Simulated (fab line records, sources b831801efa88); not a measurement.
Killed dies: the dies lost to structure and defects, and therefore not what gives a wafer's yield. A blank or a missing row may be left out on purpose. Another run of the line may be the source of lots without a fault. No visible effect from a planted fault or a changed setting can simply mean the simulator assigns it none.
Chamber matching :: flow sky130 :: pecvd-01 running SKY_PASSIVATION_CVD_00: 3 sister chambers
The step deposits SiO2, target thk 90 nm. 6 wafers are shown with their chamber, then 7 later ones without.

WAFERS PAIRED WITH THEIR CHAMBERS
wafer: L970.2
chamber: 0
heater_power_w (W): 487

wafer: L971.1
chamber: 1
heater_power_w (W): 648

wafer: L971.4
chamber: 2
heater_power_w (W): 698

wafer: L971.6
chamber: 1
heater_power_w (W): 655

wafer: L974.2
chamber: 0
heater_power_w (W): 514

wafer: L974.3
chamber: 2
heater_power_w (W): 748

WAFERS WITH NO CHAMBER GIVEN
wafer: L974.5
heater_power_w (W): 518

wafer: L978.3
heater_power_w (W): 725

wafer: L978.4
heater_power_w (W): 575

wafer: L978.5
heater_power_w (W): 492

wafer: L979.3
heater_power_w (W): 557

wafer: L979.4
heater_power_w (W): 542

wafer: L979.5
heater_power_w (W): 606

CHAMBER TAKEN BY EACH
wafer: L974.5
from the rows above: 0
in truth: 0

wafer: L978.3
from the rows above: 2
in truth: 2

wafer: L978.4
from the rows above: can't be placed: 0 or 1
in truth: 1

wafer: L978.5
from the rows above: 0
in truth: 0

wafer: L979.3
from the rows above: can't be placed: 0 or 1
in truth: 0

wafer: L979.4
from the rows above: 0
in truth: 0

wafer: L979.5
from the rows above: 1
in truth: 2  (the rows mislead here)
Correctly placed: 4 of 7. Not placeable from these rows: 2 (in 2, the candidates include the true chamber). Placed wrongly: 1.
How it was worked out, from the rows above alone: a wafer's distance from a chamber is the root of the sum, over the readings, of the square of ((its reading less the chamber's mean) divided by the reading's scatter). If the next closest chamber is less than 2 further off than the closest, the wafer can't be placed; otherwise it belongs to the closest. For every chamber, the mean is computed from those of its wafers that are shown. The scatter: the root of (the sum of the squares of (reading less its chamber's mean) over the shown wafers, divided by (wafers less chambers)).
